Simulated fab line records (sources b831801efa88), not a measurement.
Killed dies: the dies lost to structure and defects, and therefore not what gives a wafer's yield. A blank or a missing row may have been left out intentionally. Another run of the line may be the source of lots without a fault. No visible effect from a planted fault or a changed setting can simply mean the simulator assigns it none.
Matching of chambers ; flow sky130 ; SKY_LI_CONTACT_ETCH_15 on rie-diel-01 has 4 sister chambers
The step etches PSG in C4F8/O2/Ar, stops on Si, target depth 600 nm. 4 wafers are shown with their chamber, then 8 later ones without.

WAFERS PAIRED WITH THEIR CHAMBERS
wafer;chamber;oes-product-au (a.u.)
L215.1;2;0.833
L220.5;3;0.832
L219.5;0;0.842
L221.2;1;0.827

WAFERS WHOSE CHAMBER IS MISSING
wafer;oes-product-au (a.u.)
L221.3;0.839
L221.5;0.831
L223.1;0.836
L223.2;0.835
L223.3;0.833
L225.1;0.832
L225.2;0.833
L225.4;0.835

EACH ONE'S CHAMBER
wafer;from the rows above;in truth
L221.3;can't be placed: 0 or 2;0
L221.5;can't be placed: 3 or 2 or 1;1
L223.1;can't be placed: 2 or 3 or 0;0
L223.2;can't be placed: 2 or 3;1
L223.3;can't be placed: 2 or 3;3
L225.1;can't be placed: 3 or 2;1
L225.2;can't be placed: 2 or 3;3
L225.4;can't be placed: 2 or 3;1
0 of 8 placed correctly. Not placeable from these rows: 8 (in 5, the candidates include the true chamber). Number placed wrongly: 0.
How it was worked out, from the rows above alone: a wafer's distance from a chamber is the root of the sum, over the readings, of the square of ((its reading less the chamber's mean) divided by the reading's scatter). The wafer belongs to the nearest chamber; if the next one is less than 2 further off, it can't be placed. For every chamber, the mean is computed from those of its wafers that are shown. The scatter (one wafer shown for each chamber): square how far every hidden wafer sits from the nearest shown wafer, average those squares and take the square root.
